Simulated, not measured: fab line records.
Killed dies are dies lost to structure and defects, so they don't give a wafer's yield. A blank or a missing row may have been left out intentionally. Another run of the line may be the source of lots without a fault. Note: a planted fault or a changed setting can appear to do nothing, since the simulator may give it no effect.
2 desks, one fault ; flow gf180mcu ; every desk sees just its own numbers, and what lay behind them comes last

THE TOOL OWNER'S DESK: implanter-03
The tool's own readings at GF_NSD_IMPLANT_10, given as means over the sampled wafers that have a number, one for each lot that went through this tool. If a lot's mean is further than 4 standard deviations from the usual mean, the lot is out of limits and carries the mark OUT (the distance appears in the brackets).
Columns: A = tilt_deg at GF_NSD_IMPLANT_10, usual 7.003 degrees
lot;first seen here;A
L282;day 13 14:07;7.017
L289;day 16 03:08;7.018
L294;day 17 17:08;9.444 (+99 or more) OUT
L296;day 18 16:08;9.411 (+99 or more) OUT
L304;day 21 10:05;6.998
This desk finds L294, L296 out of limits, L294 being first, at day 17 17:08 (tilt_deg at GF_NSD_IMPLANT_10). L282, L289, L304: within limits.

FROM THE METROLOGY DESK
What the gauges read for every lot (on any tool): the sampled wafers with a number, averaged. If a lot's mean is further than 4 standard deviations from the usual mean, the lot is out of limits and carries the mark OUT (the distance appears in the brackets).
Columns: A = HV_LDD_TW at GF_HV_LDD_TW_MEAS_11, usual 2443; B = NSD_RS at GF_PSD_RS_MEAS_14, usual 46.10 ohm/sq; C = SAB_OVL at GF_SAB_OVL_MEAS_10, usual 0.9 nm
lot;first seen here;A;B;C
L282;day 10 06:17;2446;46.03;0.0
L283;day 10 12:41;2426;46.07;0.2
L285;day 11 07:50;2442;46.15;1.3
L289;day 12 12:55;2487;46.09;2.4
L291;day 13 01:28;2449;46.16;1.7
L292;day 13 11:20;2435;46.10;0.4
L294;day 13 22:33;2452;46.37;2.8
L295;day 14 03:27;2419;46.19;0.3
L296;day 14 17:59;2482;46.45;1.4
L297;day 14 21:25;2409;46.15;3.2
L302;day 16 15:42;2445;46.10;0.3
L303;day 16 19:17;2436;45.95;2.2
L304;day 17 06:35;2447;46.12;0.2
This desk's finding: nothing out of limits on any of the 13 lots.

TAKEN TOGETHER
The tool owner's desk could have raised an alarm at day 17 17:08, on L294, L296.
At the metrology desk, nothing out of limits was observed.
The metrology desk has L294, L296 on record, within its limits.
All the named lots went through GF_NSD_IMPLANT_10 on implanter-03.

WHAT WAS PUT IN BY THE SIMULATOR
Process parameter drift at GF_NSD_IMPLANT_10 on implanter-03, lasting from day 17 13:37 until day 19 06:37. The setting tilt_deg was moved by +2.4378, starting from 7. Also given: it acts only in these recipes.
Lots struck among those shown: L294, L296.
Delay in hours, fault start to first out-of-limits reading, by desk: the tool owner's desk at 4.
